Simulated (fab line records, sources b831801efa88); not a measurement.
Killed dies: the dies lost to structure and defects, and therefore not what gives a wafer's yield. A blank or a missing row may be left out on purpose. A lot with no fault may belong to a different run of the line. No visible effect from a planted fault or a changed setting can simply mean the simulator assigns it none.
Matching of chambers + flow sfq-line + 3 sister chambers for SFQ_TRILAYER_A5B_DEP_PECVD_129 on pecvd-04
The step deposits SiO2 from SiH4/N2O, time 133.33 s, target thk 600 nm. 3 wafers are shown with their chamber, then 8 later ones without.

## WAFERS WITH THEIR CHAMBER
| wafer  | chamber | throttle-valve-pct (%) |
|--------|---------|------------------------|
| L691.4 | 2       | 24.9                   |
| L693.4 | 0       | 25.5                   |
| L702.1 | 1       | 23.2                   |

## WAFERS WHOSE CHAMBER IS MISSING
| wafer  | throttle-valve-pct (%) |
|--------|------------------------|
| L702.3 | 25.0                   |
| L702.4 | 23.2                   |
| L703.1 | 25.2                   |
| L703.2 | 25.5                   |
| L703.4 | 25.3                   |
| L706.1 | 25.4                   |
| L706.4 | 25.6                   |
| L706.5 | 25.1                   |

## WHICH CHAMBER EACH WENT THROUGH
| wafer  | from the rows above     | in truth                   |
|--------|-------------------------|----------------------------|
| L702.3 | 2                       | 2                          |
| L702.4 | 1                       | 1                          |
| L703.1 | can't be placed: 0 or 2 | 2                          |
| L703.2 | 0                       | 0                          |
| L703.4 | can't be placed: 0 or 2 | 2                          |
| L706.1 | 0                       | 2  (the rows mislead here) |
| L706.4 | 0                       | 0                          |
| L706.5 | can't be placed: 2 or 0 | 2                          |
Correctly placed: 4 of 8. Unplaceable from these rows: 3, with the true chamber sitting among the candidates in 3. Wrongly placed: 1.
How it was worked out, from the rows above alone: a wafer's distance from a chamber is the root of the sum, over the readings, of the square of ((its reading less the chamber's mean) divided by the reading's scatter). If the next closest chamber is less than 2 further off than the closest, the wafer can't be placed; otherwise it belongs to the closest. The mean given for a chamber averages the wafers shown for that chamber. The scatter: with one shown wafer a chamber, the root of the mean of the squares of how far each hidden wafer lies from its nearest shown one.
